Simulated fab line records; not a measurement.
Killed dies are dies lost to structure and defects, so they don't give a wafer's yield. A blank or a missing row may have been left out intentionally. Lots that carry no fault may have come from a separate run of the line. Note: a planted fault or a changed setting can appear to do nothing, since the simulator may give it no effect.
Which tool was responsible? + flow sky130 + 6 lots with 18 wafers sampled at 2 steps, on a route of 708 steps

== WHAT THE GAUGES READ, wafer by wafer ==
SKY_CAPM_RS_MEAS_03: measures by four-point-probe.
| lot  | measured     | on           | CAPM_TIN_RS (ohm/sq) |
|------|--------------|--------------|----------------------|
| L185 | day 37 08:29 | filmMetro-04 | 6.98 6.95 6.97       |
| L187 | day 38 05:47 | filmMetro-02 | 6.96 5.27 6.92       |
| L199 | day 42 01:02 | filmMetro-02 | 6.86 6.75 6.94       |
| L200 | day 42 11:35 | filmMetro-03 | 6.96 6.94 6.97       |
| L203 | day 42 17:42 | filmMetro-02 | 7.04 7.05 7.01       |
| L205 | day 43 04:51 | filmMetro-03 | 6.95 6.96 6.87       |

== EACH LOT AND THE TOOL THAT RAN IT (in order: tool; ch and the chambers of the sampled wafers; start) ==
| lot  | SKY_CAPM_SPUTTER_02         |
|------|-----------------------------|
| L185 | pvdSputter-02, day 37 08:23 |
| L187 | pvdSputter-01, day 38 05:39 |
| L199 | pvdSputter-02, day 42 00:56 |
| L200 | pvdSputter-01, day 42 11:26 |
| L203 | pvdSputter-03, day 42 17:32 |
| L205 | pvdSputter-01, day 43 04:44 |
- SKY_CAPM_SPUTTER_02: material TiN, target thk 200 nm, time 166.7 s.

== THE ANSWER, worked out from the rows above alone ==
Rule: the usual values come from the lots themselves. Put in order of their means at a reading, lots are off if they are a third of the lots or fewer, leave a main group of 4 or more, and stand apart from it by a gap of 3 or more times the standard deviation of the main group's means; of several such gaps the widest counts. A main group is skipped when, at the precision printed for the reading in the tables above, its means are all equal. A lot without any number at a reading at which 4 lots or more have one is off too. Any other lot the step has rows for is counted as sound.
Off: L187, seen at SKY_CAPM_RS_MEAS_03 (CAPM_TIN_RS). For the main group the mean is 6.95 ohm/sq and the standard deviation 0.06.
If a tool, at a process step before that reading, ran all the lots that are off and no sound lot after the first of them, it fits. Those tools and the gauges at SKY_CAPM_RS_MEAS_03 are tried in the same way. Not one of the candidates tried fits.

== WHAT HAD BEEN PUT IN BY THE SIMULATOR ==
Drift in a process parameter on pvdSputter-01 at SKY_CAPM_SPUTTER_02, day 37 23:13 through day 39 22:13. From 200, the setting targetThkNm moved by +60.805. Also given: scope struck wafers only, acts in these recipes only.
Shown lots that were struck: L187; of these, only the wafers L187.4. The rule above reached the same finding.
